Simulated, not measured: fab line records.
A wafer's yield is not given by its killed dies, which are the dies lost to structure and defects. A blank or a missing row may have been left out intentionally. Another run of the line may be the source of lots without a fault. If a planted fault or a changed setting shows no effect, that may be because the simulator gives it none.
Which tool is to blame? :: flow sky130 :: at 1 step of a route of 708, 7 lots with 21 wafers sampled

WHAT THE GAUGES READ, wafer by wafer
SKY_VT_ADJUST_LVTN_TW_MEAS_10.
lot: L566
measured: day 7 19:01
on: film-metro-02
VT_ADJUST_LVTN_TW: 241.4 241.7 241.9

lot: L567
measured: day 8 17:17
on: film-metro-04
VT_ADJUST_LVTN_TW: 238.3 237.3 237.5

lot: L569
measured: day 8 19:49
on: film-metro-02
VT_ADJUST_LVTN_TW: 242.7 241.2 242.6

lot: L574
measured: day 9 20:49
on: film-metro-01
VT_ADJUST_LVTN_TW: 240.2 238.6 239.1

lot: L576
measured: day 10 16:08
on: film-metro-02
VT_ADJUST_LVTN_TW: 243.4 242.3 242.0

lot: L584
measured: day 12 13:17
on: film-metro-04
VT_ADJUST_LVTN_TW: 238.3 238.8 239.2

lot: L586
measured: day 13 07:49
on: film-metro-02
VT_ADJUST_LVTN_TW: 241.7 242.5 242.6

TOOL THAT RAN EACH LOT (tool first, then ch and the chambers of the sampled wafers, then the start)
There is no process step in the record ahead of these readings.

THE ANSWER, worked out from the rows above alone
Rule: usual is defined by the lots themselves. The widest of any qualifying gaps counts: lots, ordered by their means at a reading, are off when they make up no more than a third of the lots, leave a main group of 4 or more, and stand apart from it by 3 or more times the standard deviation of that group's means. A main group is skipped when, at the precision printed for the reading in the tables above, its means are all equal. A lot without any number at a reading at which 4 lots or more have one is off too. Any other lot the step has rows for is counted as sound.
Nothing can be told from this: no lot is off at any reading shown.

WHAT WAS PUT IN BY THE SIMULATOR
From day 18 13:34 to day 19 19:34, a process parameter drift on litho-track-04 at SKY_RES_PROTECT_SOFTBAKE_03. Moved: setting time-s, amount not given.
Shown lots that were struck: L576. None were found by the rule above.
